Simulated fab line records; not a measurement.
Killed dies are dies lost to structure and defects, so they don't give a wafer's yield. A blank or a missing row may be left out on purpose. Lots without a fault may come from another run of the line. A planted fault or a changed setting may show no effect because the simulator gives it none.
Matching of chambers + flow sky130 + SKY_VIA4_CMP_02 on cmp-02 has 4 sister chambers
The step polishes SiO2. 8 wafers are shown with their chamber, then 12 later ones without.

WAFERS, EACH WITH ITS CHAMBER
| wafer  | chamber | motor current A (A) | slurry flow ml min |
|--------|---------|---------------------|--------------------|
| L083.5 | 3       | 11.0                | 149.9              |
| L084.4 | 0       | 12.4                | 150.6              |
| L089.2 | 2       | 12.0                | 150.3              |
| L089.3 | 3       | 10.8                | 150.0              |
| L089.4 | 1       | 8.9                 | 149.9              |
| L087.1 | 2       | 12.1                | 149.8              |
| L087.3 | 1       | 9.2                 | 150.5              |
| L087.4 | 0       | 11.9                | 150.0              |

WAFERS WHOSE CHAMBER IS MISSING
| wafer  | motor current A (A) | slurry flow ml min |
|--------|---------------------|--------------------|
| L088.3 | 9.3                 | 150.4              |
| L088.4 | 12.1                | 149.5              |
| L088.5 | 12.0                | 149.9              |
| L091.4 | 12.6                | 150.5              |
| L091.5 | 9.3                 | 149.8              |
| L091.6 | 12.2                | 149.9              |
| L094.2 | 11.0                | 150.3              |
| L094.3 | 11.7                | 150.1              |
| L094.6 | 12.1                | 150.4              |
| L095.2 | 12.4                | 150.0              |
| L095.3 | 10.8                | 149.1              |
| L095.6 | 9.5                 | 150.0              |

WHICH CHAMBER EACH WENT THROUGH
| wafer  | from the rows above     | in truth |
|--------|-------------------------|----------|
| L088.3 | 1                       | 1        |
| L088.4 | can't be placed: 2 or 0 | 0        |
| L088.5 | can't be placed: 2 or 0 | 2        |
| L091.4 | can't be placed: 0 or 2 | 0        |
| L091.5 | 1                       | 1        |
| L091.6 | can't be placed: 2 or 0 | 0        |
| L094.2 | 3                       | 3        |
| L094.3 | can't be placed: 2 or 0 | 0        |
| L094.6 | can't be placed: 0 or 2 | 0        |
| L095.2 | can't be placed: 0 or 2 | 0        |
| L095.3 | 3                       | 3        |
| L095.6 | 1                       | 1        |
Correctly placed: 5 of 12. These rows do not allow placing 7 (true chamber among the candidates in 7). Placed wrongly: 0.
How it was worked out, from the rows above alone: a wafer's distance from a chamber is the root of the sum, over the readings, of the square of ((its reading less the chamber's mean) divided by the reading's scatter). The wafer belongs to the nearest chamber; if the next one is less than 2 further off, it can't be placed. A chamber's mean is the mean of its shown wafers. The scatter: the root of (the sum of the squares of (reading less its chamber's mean) over the shown wafers, divided by (wafers less chambers)).
